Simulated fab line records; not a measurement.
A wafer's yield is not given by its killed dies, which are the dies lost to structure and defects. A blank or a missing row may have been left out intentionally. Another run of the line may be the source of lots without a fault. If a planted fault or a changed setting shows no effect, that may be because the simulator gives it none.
fab line records	flow sky130
record lots=5	wafers=15	last-day=51
route steps=708 shown POLY_CUT@317 SD_P@320 RES_XHIGH@332 SD_N@342 PAD_OPEN@708
lots untouched by any fault: they come from a run of this same line in which no faults occurred
start-h: start of the lot's first displayed wafer, in hours after the record's first day	wait-h: how many hours have passed since the lot's step before this one	" as in the row above	L1.1+2: one row covering several wafers at once	- no value, or no start was given	* or withheld: withheld	< > ~ a bound
route shown NAME@n: names a module that has steps shown in the file, with the first one's number in the route	usual: mean/standard deviation of fault-free wafers	same: alike in all rows	chamber/n: place in a boat	sites: readings site by site	_std_site: their standard deviation	_edge_site: the outer-site mean with the inner-site mean subtracted	radius-mm: for every site, how far away it sits from the centre of the wafer	mask NAME#n: copy n	behind: the tool/chamber that last shaped the wafer	hold: the reason the lot was held/the length of the hold in hours/how it ended	device: the transistor (n, p or np) that didn't switch	end of line: the tests these same wafers got at the end of their route	a step with no rows: only its recipe	killed: not the wafer's yield, but the dies lost to structure and defects at the first sort	map: the dies of a wafer, with x for killed, . for not killed, _ for no die there
set.NAME: the setting the step ran with; set.NAME@STEP: the setting that earlier step ran with	model.NAME: the simulator's own value behind a step, which no gauge read
lots at selected steps of the route; one table per step, one row per wafer
services: the hour from which a tool's chamber was out of use, counted from the record's first day as start-h (under 0 if before that day), plus the number of hours and why
## steps
# step SKY_POLY_CUT_ETCH_10
# recipe chemistry=N2/H2	target=BARC	ion-energy-ev=200	source-w=500	bias-w=100	pressure-mtorr=30	n2-flow-sccm=100	h2-flow-sccm=200	stop-on=SiO2	time-s=45.9	target-depth-a=600
# step SKY_POLY_CUT_ETCH_11
# recipe target=Si3N4	chemistry=CF4/CH2F2/Ar	stop-on=poly-Si	source-w=600	bias-w=150	pressure-mtorr=40	cf4-flow-sccm=40	ch2f2-flow-sccm=20	Ar_flow_sccm=150	time-s=42.5	target-depth-a=600
# usual drypump-motor-current-A=5.6/0.46	oes-product-au=0.829/0.007	throttle-valve-pct=14.996/0.0089
# same time-s=42.5
lot.wafer	tool	chamber	start-h	wait-h	drypump-motor-current-A	oes-product-au	rf-hours-counter-h	throttle-valve-pct
L268.2	rie-diel-02	0	577.62	0.0	5.2	0.818	4	14.996
L268.3	"	3	"	"	5.0	0.828	2	14.986
L268.6	"	3	"	"	5.0	0.829	-	15.003
L272.2	rie-diel-03	3	604.10	0.0	6.1	0.822	7	14.987
L272.5	"	0	"	"	5.3	0.820	-	14.989
L272.6	"	3	"	"	6.2	0.819	-	14.992
L277.1	rie-diel-01	3	661.40	0.0	5.1	0.829	6	14.993
L277.2	"	2	"	"	6.0	0.822	25	14.995
L277.5	"	3	"	"	5.1	0.820	-	14.986
L283.1	rie-diel-02	2	717.82	0.0	6.2	0.839	29	14.994
L283.3	"	3	"	"	5.0	0.832	5	14.996
L283.6	"	3	"	"	5.0	0.832	-	15.002
L290.1	rie-diel-03	1	760.19	0.0	6.0	0.837	2	14.989
L290.3	"	3	"	"	6.2	0.832	11	15.012
L290.6	"	3	"	"	6.2	0.837	-	15.007
# step SKY_POLY_CUT_STRIP_12
# recipe chemistry=O2/N2	power-w=1400	pressure-mtorr=1500	platen-temp-c=withheld	o2-flow-sccm=3000	n2-flow-sccm=300	overash-fraction=0.5
# usual drypump-motor-current-A=5.5/0.48	oes-product-au=0.452/0.0045	strip-time-to-endpoint-s=5.356/0.017
lot.wafer	tool	chamber	start-h	wait-h	drypump-motor-current-A	oes-product-au	rf-hours-counter-h	strip-time-to-endpoint-s
L268.2	plasma-asher-02	1	577.66	0.0	5.6	0.457	45	5.360
L268.3	"	1	"	"	5.6	0.454	-	5.345
L268.6	"	1	"	"	5.6	0.448	-	5.355
L272.2	plasma-asher-02	0	604.14	0.0	5.1	0.452	48	5.365
L272.5	"	1	"	"	5.6	0.452	-	5.368
L272.6	"	0	"	"	5.1	0.456	-	5.367
L277.1	plasma-asher-03	1	661.44	0.0	5.8	0.453	95	5.366
L277.2	"	0	"	"	6.3	0.460	95	5.362
L277.5	"	0	"	"	6.4	0.449	-	5.370
L283.1	plasma-asher-03	1	717.86	0.0	5.8	0.455	100	5.333
L283.3	"	0	"	"	6.3	0.455	-	5.339
L283.6	"	1	"	"	5.8	0.436	-	5.343
L290.1	plasma-asher-03	0	760.23	0.0	6.3	0.456	2	5.383
L290.3	"	0	"	"	6.3	0.453	-	5.386
L290.6	"	1	"	"	5.8	0.457	-	5.393
# step SKY_SD_P_DEHYDRATE_00
# recipe temp-c=200	time-s=60
# step SKY_SD_P_HMDS_01
# recipe prime-time-s=60	prime-temp-c=120
# step SKY_SD_P_COAT_02
# recipe resist=NOVOLAK	spin-rpm=3000	resist-thk-nm=1140
# step SKY_SD_P_SOFTBAKE_03
# recipe temp-c=90	time-s=60	resist=NOVOLAK
# step SKY_SD_P_EXPOSE_04
# recipe mask-id=PSDM	na=0.6	source-shape=conventional	sigma-outer=0.6	polarization=unpolarized	target-cd-nm=380	dose-mj=138
# step SKY_SD_P_PEB_05
# recipe temp-c=withheld	time-s=*	resist=NOVOLAK
# step SKY_SD_P_DEVELOP_06
# recipe resist=NOVOLAK	developer=TMAH	develop-time-s=60	dev-temp-c=23
# step SKY_SD_P_CD_MEAS_07
# recipe target-cd-nm=380
# usual cd-nm=379.1/2.7
lot.wafer	tool	chamber	start-h	wait-h	cd-nm
L268.2	cd-sem-01	-	607.49	0.1	380.1
L268.3	"	-	"	"	377.4
L268.6	"	-	"	"	377.4
L272.2	cd-sem-02	-	633.55	0.1	374.3
L272.5	"	-	"	"	379.4
L272.6	"	-	"	"	376.3
L277.1	cd-sem-01	-	689.73	0.1	378.7
L277.2	"	-	"	"	378.1
L277.5	"	-	"	"	376.0
L283.1	cd-sem-02	-	745.23	0.1	378.1
L283.3	"	-	"	"	379.1
L283.6	"	-	"	"	376.8
L290.1	cd-sem-01	-	787.28	0.1	373.0
L290.3	"	-	"	"	375.0
L290.6	"	-	"	"	377.8
# step SKY_SD_P_OVL_MEAS_08
# usual SD_P_OVL=-0.9/1.1
lot.wafer	tool	chamber	start-h	wait-h	SD_P_OVL[nm]
L268.2	overlay-01	-	607.60	0.1	-2.6
L268.3	"	-	"	"	-3.2
L268.6	"	-	"	"	-0.9
L272.2	overlay-02	-	633.66	0.1	1.7
L272.5	"	-	"	"	-1.9
L272.6	"	-	"	"	-1.4
L277.1	overlay-02	-	689.85	0.1	-0.8
L277.2	"	-	"	"	0.7
L277.5	"	-	"	"	1.1
L283.1	overlay-01	-	745.35	0.1	-1.3
L283.3	"	-	"	"	-0.9
L283.6	"	-	"	"	0.3
L290.1	overlay-02	-	787.40	0.1	0.0
L290.3	"	-	"	"	-2.1
L290.6	"	-	"	"	-0.8
# step SKY_SD_P_IMPLANT_09
# recipe species=BF2	energy-kev=20	dose-cm2=3e+15	tilt-deg=0
# usual faraday-current-uA=11868/680
lot.wafer	tool	chamber	start-h	wait-h	faraday-current-uA
L268.2	implanter-01	0	607.66	0.0	11288
L268.3	"	0	"	"	11936
L268.6	"	0	"	"	11195
L272.2	implanter-04	0	633.71	0.0	13329
L272.5	"	0	"	"	12738
L272.6	"	0	"	"	13374
L277.1	implanter-01	0	689.89	0.0	11847
L277.2	"	0	"	"	11691
L277.5	"	0	"	"	11172
L283.1	implanter-01	0	745.39	0.0	11488
L283.3	"	0	"	"	11523
L283.6	"	0	"	"	11436
L290.1	implanter-04	0	787.43	0.0	13366
L290.3	"	0	"	"	13240
L290.6	"	0	"	"	12915
# step SKY_SD_P_STRIP_10
# recipe chemistry=O2/N2	power-w=1400	pressure-mtorr=1500	platen-temp-c=withheld	o2-flow-sccm=3000	n2-flow-sccm=300	overash-fraction=0.5
# usual drypump-motor-current-A=5.4/0.52	oes-product-au=0.618/0.0045	strip-time-to-endpoint-s=17.50/0.035
lot.wafer	tool	chamber	start-h	wait-h	drypump-motor-current-A	oes-product-au	rf-hours-counter-h	strip-time-to-endpoint-s
L268.2	plasma-asher-01	1	607.78	0.1	4.8	0.611	80	17.44
L268.3	"	1	"	"	4.8	0.617	-	17.45
L268.6	"	0	"	"	5.7	0.619	-	17.47
L272.2	plasma-asher-01	1	633.84	0.1	4.9	0.616	82	17.48
L272.5	"	0	"	"	5.7	0.613	-	17.50
L272.6	"	1	"	"	4.8	0.618	-	17.49
L277.1	plasma-asher-04	0	690.04	0.1	5.2	0.619	24	17.49
L277.2	"	1	"	"	4.8	0.620	24	17.50
L277.5	"	1	"	"	4.9	0.611	-	17.50
L283.1	plasma-asher-04	1	745.54	0.1	4.9	0.614	30	17.28
L283.3	"	1	"	"	4.9	0.622	-	17.33
L283.6	"	0	"	"	5.2	0.617	-	17.31
L290.1	plasma-asher-01	0	787.58	0.1	5.7	0.616	98	17.52
L290.3	"	0	"	"	5.7	0.620	-	17.48
L290.6	"	0	"	"	5.7	0.620	-	17.50
# step SKY_SD_P_TW_MEAS_11
# usual SD_P_TW=2816/18
lot.wafer	tool	chamber	start-h	wait-h	SD_P_TW
L268.2	film-metro-01	-	607.89	0.1	2812
L268.3	"	-	"	"	2818
L268.6	"	-	"	"	2810
L272.2	film-metro-01	-	633.95	0.1	2819
L272.5	"	-	"	"	2819
L272.6	"	-	"	"	2810
L277.1	film-metro-04	-	690.14	0.1	2842
L277.2	"	-	"	"	2830
L277.5	"	-	"	"	2838
L283.1	film-metro-02	-	745.64	0.1	2789
L283.3	"	-	"	"	2779
L283.6	"	-	"	"	2769
L290.1	film-metro-02	-	787.68	0.1	2800
L290.3	"	-	"	"	2803
L290.6	"	-	"	"	2802
# step SKY_RES_XHIGH_DEHYDRATE_00
# recipe temp-c=200	time-s=60
# step SKY_RES_XHIGH_HMDS_01
# recipe prime-time-s=60	prime-temp-c=120
# step SKY_RES_XHIGH_COAT_02
# recipe resist=NOVOLAK	spin-rpm=3000	resist-thk-nm=1140
# step SKY_RES_XHIGH_SOFTBAKE_03
# recipe temp-c=90	time-s=60	resist=NOVOLAK
# step SKY_RES_XHIGH_EXPOSE_04
# recipe mask-id=URPM	na=0.6	source-shape=conventional	sigma-outer=0.6	polarization=unpolarized	target-cd-nm=1270	dose-mj=140
# step SKY_RES_XHIGH_PEB_05
# recipe temp-c=withheld	time-s=*	resist=NOVOLAK
# step SKY_RES_XHIGH_DEVELOP_06
# recipe resist=NOVOLAK	developer=TMAH	develop-time-s=60	dev-temp-c=23
# step SKY_RES_XHIGH_IMPLANT_07
# recipe species=BF2	energy-kev=20	dose-cm2=3.6e+14	tilt-deg=0
# step SKY_RES_XHIGH_STRIP_08
# recipe chemistry=O2/N2	power-w=1400	pressure-mtorr=1500	platen-temp-c=withheld	o2-flow-sccm=3000	n2-flow-sccm=300	overash-fraction=0.5
# usual drypump-motor-current-A=5.5/0.49	oes-product-au=0.711/0.0046	strip-time-to-endpoint-s=14.27/0.035
lot.wafer	tool	chamber	start-h	wait-h	drypump-motor-current-A	oes-product-au	rf-hours-counter-h	strip-time-to-endpoint-s
L268.2	plasma-asher-02	0	636.75	0.1	5.1	0.721	52	14.30
L268.3	"	0	"	"	5.1	0.708	-	14.27
L268.6	"	0	"	"	5.1	0.714	-	14.25
L272.2	plasma-asher-04	1	664.15	0.1	4.9	0.716	22	14.29
L272.5	"	1	"	"	4.9	0.709	-	14.27
L272.6	"	0	"	"	5.2	0.714	-	14.24
L277.1	plasma-asher-02	0	717.88	0.1	5.1	0.710	60	14.21
L277.2	"	1	"	"	5.6	0.705	60	14.18
L277.5	"	1	"	"	5.6	0.719	-	14.19
L283.1	plasma-asher-02	0	772.63	0.1	5.1	0.720	65	14.31
L283.3	"	0	"	"	5.1	0.713	-	14.24
L283.6	"	0	"	"	5.1	0.715	-	14.31
L290.1	plasma-asher-03	0	814.58	0.1	6.4	0.711	7	14.25
L290.3	"	0	"	"	6.3	0.706	-	14.19
L290.6	"	0	"	"	6.3	0.704	-	14.26
# step SKY_RES_XHIGH_TW_MEAS_09
# usual RES_XHIGH_TW=1630/15
lot.wafer	tool	chamber	start-h	wait-h	RES_XHIGH_TW
L268.2	film-metro-02	-	636.86	0.1	1619
L268.3	"	-	"	"	1614
L268.6	"	-	"	"	1615
L272.2	film-metro-01	-	664.26	0.1	1639
L272.5	"	-	"	"	1641
L272.6	"	-	"	"	1637
L277.1	film-metro-02	-	717.98	0.1	1645
L277.2	"	-	"	"	1632
L277.5	"	-	"	"	1634
L283.1	film-metro-04	-	772.73	0.1	1643
L283.3	"	-	"	"	1649
L283.6	"	-	"	"	1640
L290.1	film-metro-02	-	814.68	0.1	1603
L290.3	"	-	"	"	1606
L290.6	"	-	"	"	1604
# step SKY_SD_N_DEHYDRATE_00
# recipe temp-c=200	time-s=60
# step SKY_SD_N_HMDS_01
# recipe prime-time-s=60	prime-temp-c=120
# step SKY_SD_N_COAT_02
# recipe resist=NOVOLAK	spin-rpm=3000	resist-thk-nm=1140
# step SKY_SD_N_SOFTBAKE_03
# recipe temp-c=90	time-s=60	resist=NOVOLAK
# step SKY_SD_N_EXPOSE_04
# recipe mask-id=NSDM	na=0.6	source-shape=conventional	sigma-outer=0.6	polarization=unpolarized	target-cd-nm=380	dose-mj=141
# step SKY_SD_N_PEB_05
# recipe temp-c=withheld	time-s=*	resist=NOVOLAK
# step SKY_SD_N_DEVELOP_06
# recipe resist=NOVOLAK	developer=TMAH	develop-time-s=60	dev-temp-c=23
# step SKY_SD_N_CD_MEAS_07
# recipe target-cd-nm=380
# usual cd-nm=380.3/2.6
lot.wafer	tool	chamber	start-h	wait-h	cd-nm
L268.2	cd-sem-02	-	666.20	0.1	382.4
L268.3	"	-	"	"	379.2
L268.6	"	-	"	"	380.9
L272.2	cd-sem-01	-	692.90	0.1	374.6
L272.5	"	-	"	"	375.5
L272.6	"	-	"	"	374.9
L277.1	cd-sem-02	-	745.35	0.2	376.4
L277.2	"	-	"	"	374.6
L277.5	"	-	"	"	376.9
L283.1	cd-sem-02	-	799.55	0.1	380.6
L283.3	"	-	"	"	381.5
L283.6	"	-	"	"	380.7
L290.1	cd-sem-01	-	840.73	0.1	381.3
L290.3	"	-	"	"	378.9
L290.6	"	-	"	"	379.0
# step SKY_SD_N_OVL_MEAS_08
# usual SD_N_OVL=1.4/1.3
lot.wafer	tool	chamber	start-h	wait-h	SD_N_OVL[nm]
L268.2	overlay-02	-	666.31	0.1	2.0
L268.3	"	-	"	"	2.4
L268.6	"	-	"	"	1.9
L272.2	overlay-02	-	693.00	0.1	0.7
L272.5	"	-	"	"	2.2
L272.6	"	-	"	"	2.8
L277.1	overlay-02	-	745.47	0.1	2.2
L277.2	"	-	"	"	0.3
L277.5	"	-	"	"	2.1
L283.1	overlay-02	-	799.67	0.1	0.8
L283.3	"	-	"	"	0.8
L283.6	"	-	"	"	-0.1
L290.1	overlay-02	-	840.85	0.1	0.7
L290.3	"	-	"	"	1.7
L290.6	"	-	"	"	1.8
# step SKY_SD_N_IMPLANT_09
# recipe species=As	energy-kev=50	dose-cm2=4e+15	tilt-deg=0
# step SKY_SD_N_IMPLANT_10
# recipe species=P	energy-kev=20	dose-cm2=1e+14	tilt-deg=0
# step SKY_SD_N_STRIP_11
# recipe chemistry=O2/N2	power-w=1400	pressure-mtorr=1500	platen-temp-c=withheld	o2-flow-sccm=3000	n2-flow-sccm=300	overash-fraction=0.5
# usual drypump-motor-current-A=5.3/0.33	oes-product-au=0.527/0.0048	strip-time-to-endpoint-s=22.56/0.04
lot.wafer	tool	chamber	start-h	wait-h	drypump-motor-current-A	oes-product-au	rf-hours-counter-h	strip-time-to-endpoint-s
L268.2	plasma-asher-04	1	666.64	0.1	4.9	0.524	22	22.51
L268.3	"	1	"	"	4.9	0.528	-	22.50
L268.6	"	0	"	"	5.2	0.527	-	22.48
L272.2	plasma-asher-01	1	693.33	0.1	4.9	0.522	88	22.55
L272.5	"	1	"	"	4.8	0.524	-	22.55
L272.6	"	0	"	"	5.7	0.517	-	22.53
L277.1	plasma-asher-02	1	745.81	0.1	5.6	0.519	63	22.60
L277.2	"	0	"	"	5.1	0.532	63	22.56
L277.5	"	1	"	"	5.6	0.526	-	22.58
L283.1	plasma-asher-01	0	800.01	0.1	5.7	0.529	99	22.54
L283.3	"	1	"	"	4.8	0.520	-	22.56
L283.6	"	1	"	"	4.9	0.523	-	22.53
L290.1	plasma-asher-02	1	841.19	0.1	5.6	0.525	72	22.53
L290.3	"	0	"	"	5.1	0.530	-	22.51
L290.6	"	1	"	"	5.6	0.527	-	22.54
# step SKY_SD_N_TW_MEAS_12
# usual SD_N_TW=3977/30
lot.wafer	tool	chamber	start-h	wait-h	SD_N_TW
L268.2	film-metro-02	-	666.75	0.1	3937
L268.3	"	-	"	"	3920
L268.6	"	-	"	"	3946
L272.2	film-metro-02	-	693.44	0.1	3953
L272.5	"	-	"	"	3959
L272.6	"	-	"	"	3965
L277.1	film-metro-01	-	745.91	0.1	3984
L277.2	"	-	"	"	4001
L277.5	"	-	"	"	3971
L283.1	film-metro-04	-	800.11	0.1	4033
L283.3	"	-	"	"	4040
L283.6	"	-	"	"	4040
L290.1	film-metro-04	-	841.29	0.1	3966
L290.3	"	-	"	"	3998
L290.6	"	-	"	"	3968
# step SKY_SD_N_CLEAN_13
# recipe chemistry=SC1/SC2	mix=1:4:20	temp-c=70	time-s=150	dry=n2-spin
# step SKY_SD_N_RTA_14
# recipe temp-c=1075	time-s=2	idle-temp-c=650	ramp-up-c-per-s=150	ramp-down-c-per-s=90	ambient=N2
# usual chamber-o2-ppm=1.997/0.019	lamp-power-pct=15.73/0.057	ramp-up-c-per-s=150.00/0.025	wafer_temp_C_max=1078.0/1.3
# same time-s=2
lot.wafer	tool	chamber	start-h	wait-h	chamber-o2-ppm	lamp-power-pct	ramp-up-c-per-s	wafer_temp_C_max
L268.2	rtp-anneal-02	0	666.86	0.0	2.034	15.66	150.04	1076.5
L268.3	"	0	"	"	2.012	15.83	150.03	1074.7
L268.6	"	0	"	"	2.002	15.70	150.02	1080.7
L272.2	rtp-anneal-01	0	693.55	0.0	2.002	15.82	149.97	1076.1
L272.5	"	0	"	"	2.003	15.68	150.00	1078.8
L272.6	"	0	"	"	1.991	15.77	149.96	1076.5
L277.1	rtp-anneal-02	0	746.02	0.0	1.980	15.63	149.98	1076.5
L277.2	"	0	"	"	2.005	15.69	149.99	1078.1
L277.5	"	0	"	"	1.994	15.76	150.00	1078.1
L283.1	rtp-anneal-02	0	800.22	0.0	1.993	15.74	150.01	1077.2
L283.3	"	0	"	"	2.003	15.72	149.99	1078.2
L283.6	"	0	"	"	2.014	15.77	150.03	1079.7
L290.1	rtp-anneal-01	0	841.40	0.0	1.979	15.72	150.03	1078.3
L290.3	"	0	"	"	2.002	15.75	149.97	1077.8
L290.6	"	0	"	"	2.004	15.70	149.99	1079.9
# step SKY_SD_N_RS_MEAS_16
# recipe thk-meas-gauge=four-point-probe
# usual SD_N_RS=68.54/0.13
lot.wafer	tool	chamber	start-h	wait-h	SD_N_RS[ohm/sq]
L268.2	film-metro-02	-	667.04	0.1	68.49
L268.3	"	-	"	"	68.48
L268.6	"	-	"	"	68.38
L272.2	film-metro-04	-	693.73	0.1	68.55
L272.5	"	-	"	"	68.76
L272.6	"	-	"	"	68.69
L277.1	film-metro-02	-	746.25	0.1	68.37
L277.2	"	-	"	"	68.41
L277.5	"	-	"	"	68.47
L283.1	film-metro-01	-	800.39	0.1	68.56
L283.3	"	-	"	"	68.50
L283.6	"	-	"	"	68.56
L290.1	film-metro-04	-	841.58	0.1	68.54
L290.3	"	-	"	"	68.70
L290.6	"	-	"	"	68.69
# step SKY_SD_N_RS_MEAS_17
# recipe thk-meas-gauge=four-point-probe
# usual SD_P_RS=147.0/0.4
lot.wafer	tool	chamber	start-h	wait-h	SD_P_RS[ohm/sq]
L268.2	film-metro-02	-	667.16	0.1	146.7
L268.3	"	-	"	"	146.8
L268.6	"	-	"	"	146.8
L272.2	film-metro-04	-	693.85	0.1	147.3
L272.5	"	-	"	"	147.9
L272.6	"	-	"	"	147.6
L277.1	film-metro-02	-	746.37	0.1	147.3
L277.2	"	-	"	"	147.1
L277.5	"	-	"	"	147.2
L283.1	film-metro-01	-	800.51	0.1	148.6
L283.3	"	-	"	"	148.3
L283.6	"	-	"	"	147.8
L290.1	film-metro-04	-	841.70	0.1	146.6
L290.3	"	-	"	"	146.5
L290.6	"	-	"	"	146.6
# step SKY_PAD_OPEN_PROBE_99
# usual killed_at_M0_to_M3=44/7.4	killed_at_M4_up=3.1/1.8	killed-at-contacts=25/6	killed-at-front-end=15/4.4	killed-at-other=0.3/0.49	killed-dies=88/10	killed-open=48/7.4	killed-short=39/6.3
# same gross-dies=492	killed-at-back-side=0
lot.wafer	tool	chamber	start-h	wait-h	killed_at_M0_to_M3	killed_at_M4_up	killed-at-contacts	killed-at-front-end	killed-at-other	killed-dies	killed-open	killed-short	model.etest.res-high-po.rs-ohm-sq-range	model.etest.res-pdiff.rs-ohm-sq-range	model.etest.pfet_01v8.drive-ua-um-range
L268.2	prober-01	-	1097.95	0.1	47	2	24	26	0	99	58	41	15.89	11.4	10.06
L268.3	prober-01	-	1098.00	0.2	50	4	15	13	0	82	42	40	15.21	8.856	8.718
L268.6	prober-01	-	1098.15	0.2	56	1	34	18	0	109	57	52	11.32	9.384	6.775
L272.2	prober-02	-	1113.22	0.1	47	4	10	17	0	78	48	30	9.284	10.04	9.528
L272.5	prober-02	-	1113.37	0.2	57	1	25	9	1	93	49	43	10.85	7.521	12.6
L272.6	prober-02	-	1113.42	0.2	43	2	35	12	0	92	53	39	11.68	11.26	16.06
L277.1	prober-01	-	1154.17	0.1	58	3	18	23	0	102	61	41	7.238	3.902	5.888
L277.2	prober-01	-	1154.22	0.1	39	6	22	12	0	79	42	37	6.738	2.874	5.504
L277.5	prober-01	-	1154.37	0.2	38	3	13	11	0	65	31	34	6.354	4.035	5.379
L283.1	prober-02	-	1188.88	0.1	44	1	27	14	0	86	58	28	94.46	28.82	13.54
L283.3	prober-02	-	1188.98	0.2	39	0	23	11	0	73	47	26	91.81	31.6	8.747
L283.6	prober-02	-	1189.13	0.2	40	3	30	19	0	92	51	41	95.76	29.04	12.91
L290.1	prober-01	-	1214.05	0.1	52	1	26	16	0	95	50	45	6.353	4.638	3.848
L290.3	prober-01	-	1214.15	0.2	30	6	29	17	0	82	48	34	4.057	3.144	5.446
L290.6	prober-01	-	1214.30	0.2	38	5	34	20	1	98	59	39	4.384	5	5.919
# killed by level:class
L268.2 CONTACT:geometric-particle:open=11 VIA3:geometric-particle:open=10 LI_CONTACT:geometric-particle:open=9 FIELD_ISO:geometric-particle:short=8 VIA1:geometric-particle:open=8 POLY_GATE:geometric-particle:open=7 VIA1:geometric-particle:short=7 POLY_GATE:geometric-particle:short=5
L268.3 VIA1:geometric-particle:open=10 METAL1:geometric-particle:short=9 VIA3:geometric-particle:open=7 VIA2:geometric-particle:open=5 FIELD_ISO:geometric-particle:open=4 VIA1:geometric-particle:short=4 CONTACT:geometric-particle:short=4 POLY_GATE:geometric-particle:open=3
L268.6 VIA1:geometric-particle:open=16 CONTACT:geometric-particle:open=11 LOCAL_INTERCONNECT:geometric-particle:short=10 VIA3:geometric-particle:open=9 METAL2:geometric-particle:short=8 LI_CONTACT:geometric-particle:open=7 METAL1:geometric-particle:short=7 POLY_GATE:geometric-particle:short=6
L272.2 VIA1:geometric-particle:open=11 VIA3:geometric-particle:open=9 FIELD_ISO:geometric-particle:open=6 METAL2:geometric-particle:short=6 FIELD_ISO:geometric-particle:short=5 POLY_GATE:geometric-particle:open=5 VIA2:geometric-particle:open=5 LI_CONTACT:geometric-particle:open=4
L272.5 VIA1:geometric-particle:open=16 VIA2:geometric-particle:open=10 CONTACT:geometric-particle:open=9 METAL2:geometric-particle:short=7 VIA1:geometric-particle:short=6 LI_CONTACT:geometric-particle:open=5 VIA2:geometric-particle:short=5 LI_CONTACT:geometric-particle:short=4
L272.6 LI_CONTACT:geometric-particle:open=14 VIA3:geometric-particle:open=11 CONTACT:geometric-particle:open=7 VIA1:geometric-particle:open=5 CONTACT:geometric-particle:short=5 VIA2:geometric-particle:open=5 FIELD_ISO:geometric-particle:open=4 LI_CONTACT:geometric-particle:short=4
L277.1 VIA1:geometric-particle:open=12 VIA3:geometric-particle:open=10 METAL2:geometric-particle:short=9 POLY_GATE:geometric-particle:open=7 CONTACT:geometric-particle:open=7 VIA2:geometric-particle:open=7 FIELD_ISO:geometric-particle:open=6 METAL1:geometric-particle:short=6
L277.2 CONTACT:geometric-particle:open=10 FIELD_ISO:geometric-particle:open=6 METAL2:geometric-particle:short=6 LI_CONTACT:geometric-particle:open=5 VIA1:geometric-particle:open=5 VIA1:geometric-particle:short=5 VIA3:geometric-particle:open=5 METAL3:geometric-particle:short=4
L277.5 VIA1:geometric-particle:open=10 VIA3:geometric-particle:open=8 FIELD_ISO:geometric-particle:short=6 METAL1:geometric-particle:short=5 VIA1:geometric-particle:short=5 LI_CONTACT:geometric-particle:open=4 VIA3:geometric-particle:short=4 LOCAL_INTERCONNECT:geometric-particle:short=3
L283.1 VIA3:geometric-particle:open=12 CONTACT:geometric-particle:open=11 VIA1:geometric-particle:open=9 LI_CONTACT:geometric-particle:open=7 FIELD_ISO:geometric-particle:open=5 VIA1:geometric-particle:short=5 LOCAL_INTERCONNECT:geometric-particle:short=4 METAL2:geometric-particle:short=3
L283.3 CONTACT:geometric-particle:open=13 VIA1:geometric-particle:open=13 VIA2:geometric-particle:open=8 LOCAL_INTERCONNECT:geometric-particle:short=4 METAL1:geometric-particle:short=4 POLY_GATE:geometric-particle:open=3 LI_CONTACT:geometric-particle:open=3 VIA1:geometric-particle:short=3
L283.6 CONTACT:geometric-particle:open=12 VIA1:geometric-particle:open=10 METAL2:geometric-particle:short=9 LI_CONTACT:geometric-particle:open=8 VIA2:geometric-particle:open=7 FIELD_ISO:geometric-particle:short=5 LOCAL_INTERCONNECT:geometric-particle:short=5 LI_CONTACT:geometric-particle:short=4
L290.1 VIA2:geometric-particle:open=9 LI_CONTACT:geometric-particle:open=8 CONTACT:geometric-particle:open=8 VIA3:geometric-particle:open=8 VIA1:geometric-particle:open=7 VIA3:geometric-particle:short=7 POLY_GATE:geometric-particle:open=5 POLY_GATE:geometric-particle:short=4
L290.3 CONTACT:geometric-particle:open=10 VIA2:geometric-particle:open=9 LI_CONTACT:geometric-particle:open=7 CONTACT:geometric-particle:short=7 FIELD_ISO:geometric-particle:open=4 VIA1:geometric-particle:open=4 POLY_GATE:geometric-particle:open=4 METAL4:geometric-particle:short=4
L290.6 CONTACT:geometric-particle:open=14 VIA1:geometric-particle:open=9 CONTACT:geometric-particle:short=8 VIA3:geometric-particle:open=8 FIELD_ISO:geometric-particle:open=7 VIA2:geometric-particle:open=7 LI_CONTACT:geometric-particle:open=6 METAL4:geometric-particle:short=5
## services
tool	chamber	start-h	hours	kind
plasma-asher-04	-	555.30	6.8	repair
rie-diel-01	2	559.76	8.3	repair
rie-diel-01	1	589.14	5.2	repair
rie-diel-02	-	598.16	2.8	pm
implanter-01	-	603.27	0.6	repair
implanter-01	-	633.07	1.6	repair
plasma-asher-04	-	636.08	14.6	pm
rie-diel-03	-	657.81	14.6	pm
implanter-01	-	673.34	3.9	repair
implanter-01	-	677.51	3.4	pm
rie-diel-01	1	680.49	132.0	repair
plasma-asher-04	-	681.00	2.8	pm
plasma-asher-03	-	693.75	2.8	repair
rie-diel-01	3	694.55	10.0	repair
rie-diel-03	-	697.02	11.9	repair
plasma-asher-02	-	712.92	1.5	repair
plasma-asher-03	-	733.75	9.0	pm
rie-diel-01	0	742.49	2.3	repair
rie-diel-03	0	756.45	5.8	repair
implanter-04	-	759.84	2.8	pm
rtp-anneal-01	-	760.70	60.4	pm
rie-diel-03	3	796.91	20.2	repair
rie-diel-01	2	801.81	9.5	repair
rie-diel-03	2	833.39	6.1	repair
## key
first-sign step=SKY_SD_P_STRIP_10	reading=strip-time-to-endpoint-s	direction=down	sigmas=5.4	usual=*	struck=*
effect step=SKY_SD_P_TW_MEAS_11	reading=SD_P_TW	direction=down	sigmas=2.1	usual=2816	struck=2779
effect step=SKY_SD_N_RS_MEAS_17	reading=SD_P_RS	direction=up	sigmas=3.1	usual=147.0	struck=148.2
model-effect step=SKY_PAD_OPEN_PROBE_99	value=etest.res-high-po.rs-ohm-sq-range	without=7.368	struck=94.01
met-at SKY_SD_P_IMPLANT_09
struck-wafers L283.1,L283.3,L283.6
tester-left-out L283
onset-between 689.89 745.39
also-fits SKY_POLY_CUT_ETCH_11:rie-diel-02,SKY_SD_P_STRIP_10:plasma-asher-04
fault kind=process-parameter-drift	tool=implanter-01	chamber=-	onset-h=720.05	steps=SKY_SD_P_IMPLANT_09	channel=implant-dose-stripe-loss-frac	offset=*	shape=step	end-h=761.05
# tester-left-out: of these lots the tester's yield and bins aren't shown, on N5 and GAA mostly nor the transistor test; their killed dies are dies lost to structure and defects alone, not to doping, threshold or leakage, so they don't give the yield
